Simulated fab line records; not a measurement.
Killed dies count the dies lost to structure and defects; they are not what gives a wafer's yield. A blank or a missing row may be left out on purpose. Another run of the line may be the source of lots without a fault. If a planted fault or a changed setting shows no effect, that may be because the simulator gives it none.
Chamber matching ; flow sky130 ; 4 sister chambers for SKY_VIA1_CMP_02 on cmp-01
The step polishes SiO2. 16 wafers are shown with their chamber, then 8 later ones without.

## WAFERS PAIRED WITH THEIR CHAMBERS
wafer;chamber;motor_current_A (A);retaining_ring_pressure_frac
L307.1;2;14.3;1.003
L307.2;3;13.6;0.993
L307.3;0;10.4;0.998
L309.1;1;11.9;0.999
L309.2;2;13.6;1.002
L309.5;1;11.9;1.004
L310.3;3;12.9;0.997
L310.5;0;10.9;1.003
L310.6;1;11.1;1.013
L311.1;3;12.3;0.994
L311.3;2;14.0;0.992
L311.4;0;11.7;0.997
L315.2;1;11.3;0.998
L315.4;0;11.2;0.999
L315.6;3;13.1;1.001
L317.2;3;12.5;0.990

SIGNATURES (averages over the wafers above)
reading;chamber 0;chamber 1;chamber 2;chamber 3;scatter within a chamber
motor_current_A;11.050;11.550;13.967;12.880;0.474
retaining_ring_pressure_frac;0.99925;1.00350;0.99900;0.99500;0.00505
Rule: a wafer's distance from a chamber is the root of the sum, over the readings, of the square of ((its reading less the chamber's mean) divided by the reading's scatter). If the next closest chamber is less than 2 further off than the closest, the wafer can't be placed; otherwise it belongs to the closest. The scatter: take each reading less its chamber's mean, square it, sum over the shown wafers, divide by the number of wafers less the number of chambers, and take the root.

## WAFERS WITH NO CHAMBER GIVEN
wafer;motor_current_A (A);retaining_ring_pressure_frac
L317.3;11.5;0.999
L317.6;13.8;0.995
L326.3;13.8;1.003
L326.4;10.8;1.017
L326.6;12.7;1.000
L329.2;12.6;1.003
L329.5;12.7;0.997
L329.6;11.5;1.005

## WHICH CHAMBER EACH WENT THROUGH
wafer;from the rows above;in truth
L317.3;can't be placed: 1 or 0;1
L317.6;can't be placed: 2 or 3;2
L326.3;can't be placed: 2 or 3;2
L326.4;can't be placed: 1 or 0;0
L326.6;can't be placed: 3 or 1 or 2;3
L329.2;can't be placed: 3 or 1 or 2 or 0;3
L329.5;3;3
L329.6;can't be placed: 1 or 0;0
Placed correctly: 1 of 8. Can't be placed from these rows: 7 (the true chamber is among the candidates in 7). Placed wrongly: 0.
